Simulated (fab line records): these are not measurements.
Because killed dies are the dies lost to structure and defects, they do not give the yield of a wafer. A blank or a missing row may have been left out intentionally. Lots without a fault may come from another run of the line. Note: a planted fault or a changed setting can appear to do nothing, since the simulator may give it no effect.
A struck lot beside a sound one || flow sky130 || 16 steps out of a route of 708
Sound: the wafers L639.3, L639.4, L639.6. The struck wafers were L642.1, L642.3, L642.6. At the end, the cause is stated.
Each step with rows lists, per side, the tool, then ch with its chambers, then its first start. Under that, the readings that differ: sound wafers || struck wafers || difference of the means || sigmas: that difference in standard deviations of wafers without a fault.
alike: readings with means less than 2 such deviations apart, plus words and numbers identical on both sides. not compared: withheld readings, readings lacking a value on some wafer, bounds such as >300 that could conceal the same value, and numbers that have no deviation in the record and whose values overlap.
Wherever a step has rows on one side only, a row that says differs or no value, or a row with sigmas, the two part there. Non-overlapping numbers with no deviation appear without sigmas and do not part them. A reading missing from all wafers of one side parts the sides only when that side holds two or more wafers.

SKY_METAL2_THK_MEAS_06: measures by xrf.
  sound on film_metro-04, day 34 04:27; struck on film_metro-03, day 35 04:12
  alike: METAL2_ALCU_THK
then, 8 steps without rows for these wafers: SKY_METAL2_DEHYDRATE_07 (time 60 s); SKY_METAL2_HMDS_08 (prime time 60 s); SKY_METAL2_COAT_09 (resist thk 60 nm); SKY_METAL2_COAT_10 (resist thk 450 nm); SKY_METAL2_SOFTBAKE_11 (time 90 s); SKY_METAL2_EXPOSE_12 (exposes mask MM2, target cd 140 nm); SKY_METAL2_PEB_13; SKY_METAL2_DEVELOP_14 (develop time 60 s).
SKY_METAL2_CD_MEAS_15 targets a cd of 140 nm.
  sound on cd_sem-02, day 35 06:50; struck on cd_sem-02, day 36 06:09
  alike: cd_nm
SKY_METAL2_OVL_MEAS_16:
  sound on overlay-02, day 35 06:56; struck on overlay-01, day 36 06:16
  alike: METAL2_OVL
SKY_METAL2_DESCUM_17: chemistry O2, time 8 s.
  sound on rie_metal-03 ch 0,1, day 35 06:58; struck on rie_metal-02 ch 0, day 36 06:19
  alike: chamber_pressure_mTorr, drypump_motor_current_A, he_backside_leak_sccm, oes_product_au, rf_fwd_power_W
  not compared: rf_hours_counter_h
SKY_METAL2_ETCH_18: etches BARC in N2/H2, stops on SiO2, time 45.9 s, target depth 60 nm.
  sound on rie_metal-03 ch 0,1, day 35 07:01; struck on rie_metal-02 ch 0, day 36 06:20
  no value came back on the struck wafers for any of 7 readings (bias_w (W), chamber_pressure_mTorr (mTorr) and others); on the sound wafers bias_w (W) reads 100.1 100.4 100.1
{"reading": "model.KrF-thick_of_METAL2_COAT_10.thk_nm (nm)", "sound": "392.4 391.5 392.3", "struck": "437 437.4 436.1", "difference": "+45", "sigmas": ""}
  not compared: rf_hours_counter_h
SKY_METAL2_METAL_ETCH_19: etches the open film in Cl2/BCl3, stops on SiO2, target depth 360 nm, time 78 s.
  sound on rie_metal-03 ch 0,1, day 35 07:05; struck on rie_metal-02 ch 0, day 36 06:24
{"reading": "oes_product_au (a.u.)", "sound": "0.847 0.871 0.858", "struck": "0.368 0.376 0.375", "difference": -0.486, "sigmas": -67}
{"reading": "model.KrF-thick_of_METAL2_COAT_10.thk_nm (nm)", "sound": "158.3 150.4 157.8", "struck": "208.8 207.1 208.6", "difference": "+52.7", "sigmas": ""}
  alike: bcl3_flow_sccm, bias_w, chamber_pressure_mTorr, drypump_motor_current_A, he_backside_leak_sccm, rf_fwd_power_W, throttle_valve_pct
  not compared: rf_hours_counter_h
SKY_METAL2_STRIP_20: strips in O2/N2.
  sound on plasma_asher-04 ch 0,1, day 35 07:11; struck on plasma_asher-04 ch 1, day 36 06:29
{"reading": "oes_product_au (a.u.)", "sound": "0.338 0.345 0.341", "struck": "0.365 0.365 0.367", "difference": "+0.024", "sigmas": "+5"}
{"reading": "strip_time_to_endpoint_s (s)", "sound": "2.71 2.60 2.68", "struck": "3.27 3.25 3.25", "difference": "+0.59", "sigmas": "+9"}
  alike: chamber_pressure_mTorr, drypump_motor_current_A
  not compared: rf_hours_counter_h
then, 1 step without rows for these wafers: SKY_METAL2_STRIP_21 (strips in post etch residue remover, time 1200 s).

WHERE THEY PART
At SKY_METAL2_ETCH_18 first; at SKY_METAL2_STRIP_20 last (within this record only).

WHY: what the simulator had put in
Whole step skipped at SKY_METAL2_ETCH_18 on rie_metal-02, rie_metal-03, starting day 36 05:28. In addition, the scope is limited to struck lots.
